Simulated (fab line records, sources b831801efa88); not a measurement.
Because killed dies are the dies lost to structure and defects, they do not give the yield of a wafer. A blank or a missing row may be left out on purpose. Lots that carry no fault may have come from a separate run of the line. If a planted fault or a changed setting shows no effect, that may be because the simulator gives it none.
Chamber matching + flow sky130 + SKY_CAPM_CVD_00 on pecvd-01 has 3 sister chambers
The step deposits SiO2, target thk 15.5 nm. 6 wafers are shown with their chamber, then 7 later ones without.

EACH WAFER AND ITS CHAMBER
| wafer  | chamber | heaterPowerW (W) |
|--------|---------|------------------|
| L079.4 | 2       | 756              |
| L080.6 | 2       | 694              |
| L088.2 | 0       | 621              |
| L088.6 | 1       | 663              |
| L090.1 | 0       | 582              |
| L090.3 | 1       | 679              |

WAFERS MISSING THEIR CHAMBER
| wafer  | heaterPowerW (W) |
|--------|------------------|
| L090.5 | 688              |
| L094.1 | 634              |
| L094.2 | 840              |
| L094.3 | 704              |
| L094.4 | 636              |
| L094.5 | 711              |
| L094.6 | 836              |

THE CHAMBER EACH PASSED THROUGH
| wafer  | from the rows above          | in truth |
|--------|------------------------------|----------|
| L090.5 | can't be placed: 1 or 2      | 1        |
| L094.1 | can't be placed: 0 or 1 or 2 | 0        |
| L094.2 | can't be placed: 2 or 1      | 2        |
| L094.3 | can't be placed: 2 or 1      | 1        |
| L094.4 | can't be placed: 0 or 1 or 2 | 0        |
| L094.5 | can't be placed: 2 or 1      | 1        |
| L094.6 | can't be placed: 2 or 1      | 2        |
Correct placement for 0 of the 7. Unplaceable from these rows: 7, with the true chamber sitting among the candidates in 7. Wrongly placed: 0.
How it was worked out, from the rows above alone: a wafer's distance from a chamber is the root of the sum, over the readings, of the square of ((its reading less the chamber's mean) divided by the reading's scatter). The wafer belongs to the nearest chamber; if the next one is less than 2 further off, it can't be placed. For every chamber, the mean is computed from those of its wafers that are shown. The scatter: take each reading less its chamber's mean, square it, sum over the shown wafers, divide by the number of wafers less the number of chambers, and take the root.
